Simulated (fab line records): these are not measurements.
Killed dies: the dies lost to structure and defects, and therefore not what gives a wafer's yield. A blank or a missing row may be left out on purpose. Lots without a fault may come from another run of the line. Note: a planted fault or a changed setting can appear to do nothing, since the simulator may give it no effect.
8D (eight disciplines) problem report, filled in by code / flow sky130 / the parts of the form that need people (team, actions taken, sign-off) are left out

## 1. THE ISSUE
Wafers free of any fault read 0.2 nm (standard deviation 1.4) for SD_N_OVL at SKY_SD_N_OVL_MEAS_08, against a mean of 59.6 nm on 6 wafers of 2 lots. That puts it +42 standard deviations away from the usual mean.
First observed at day 30 07:00: wafer L802.1, on overlay-01. At this step, 33 wafers from 11 lots have a number in the record. Rule for "out", or "out of limits": more than 4 standard deviations from the usual mean. All remaining wafers that have a number are taken as sound.

## 2. WHAT IT IS AND WHAT IT IS NOT
question=which readings at this step | is=SD_N_OVL | is not=-
question=which lots | is=L802, L805 | is not=L796, L797, L798, L801, L810, L811, L812, L814, L816
question=which wafers of those lots | is=all that have a number | is not=-
question=read on which gauges | is=overlay-01, overlay-02 | is not=-
question=when | is=from day 30 07:00 | is not=up to then (12 sound wafers); but 15 sound wafers of L810, L811, L812, L814, L816 came after

## 3. SUSPECTS, AND WHAT RULES EACH OUT
Counting: a tool at any process step up to the reading remains a suspect when it ran all the lots that are out and ran no sound lot after the first of those.
- the gauge at SKY_SD_N_OVL_MEAS_08 has been ruled out. 2 gauges (overlay-01, overlay-02) read the wafers that are out.
- iline_stepper-01 at SKY_SD_N_EXPOSE_04 (exposes mask NSDM, target cd 380 nm): kept. It ran every lot that is out, first L802 (day 29 17:19), and no sound lot after that; its last sound lot up to then is L797 (day 27 20:22).
Left after counting: iline_stepper-01 at SKY_SD_N_EXPOSE_04.

## 4. THE CAUSE (what the simulator had put in)
Scanner matching overlay: iline_stepper-01, from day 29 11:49 on, at SKY_SD_N_EXPOSE_04. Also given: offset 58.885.
The count eliminated every tool but this one.

## 5. SEQUENCE OF EFFECTS, ordered by route
One row per reading whose mean, taken over the struck wafers that have a number, lies over 3 standard deviations from the usual. Scope: only readings with a usual standard deviation given in the record; hours: median across lots of the time from each lot's start at the first step in this table that gives one to its start at this step; sigmas: change in usual standard deviations.
hours=0; step=SKY_SD_N_OVL_MEAS_08; reading=SD_N_OVL; usual=0.2 nm; on struck wafers=59.6; change=+59.4; sigmas=+42
Later measuring or inspecting steps at which every struck wafer that the step has a row for has a number for every such reading, and none has moved that far: SKY_SD_N_RS_MEAS_16, SKY_LI_CONTACT_BOW_MEAS_03, SKY_LI_CONTACT_CD_MEAS_12.

## 6. WHAT WOULD HAVE CAUGHT IT SOONER
Counted from the fault's start at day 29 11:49, it took 19 hours until the first out-of-limits reading at a measuring or inspecting step in this record, taken at day 30 07:00.
L805, from the lots that are out (2), started SKY_SD_N_EXPOSE_04 on iline_stepper-01 later than day 30 07:00. It would have been spared by a hold on the tool at that moment.
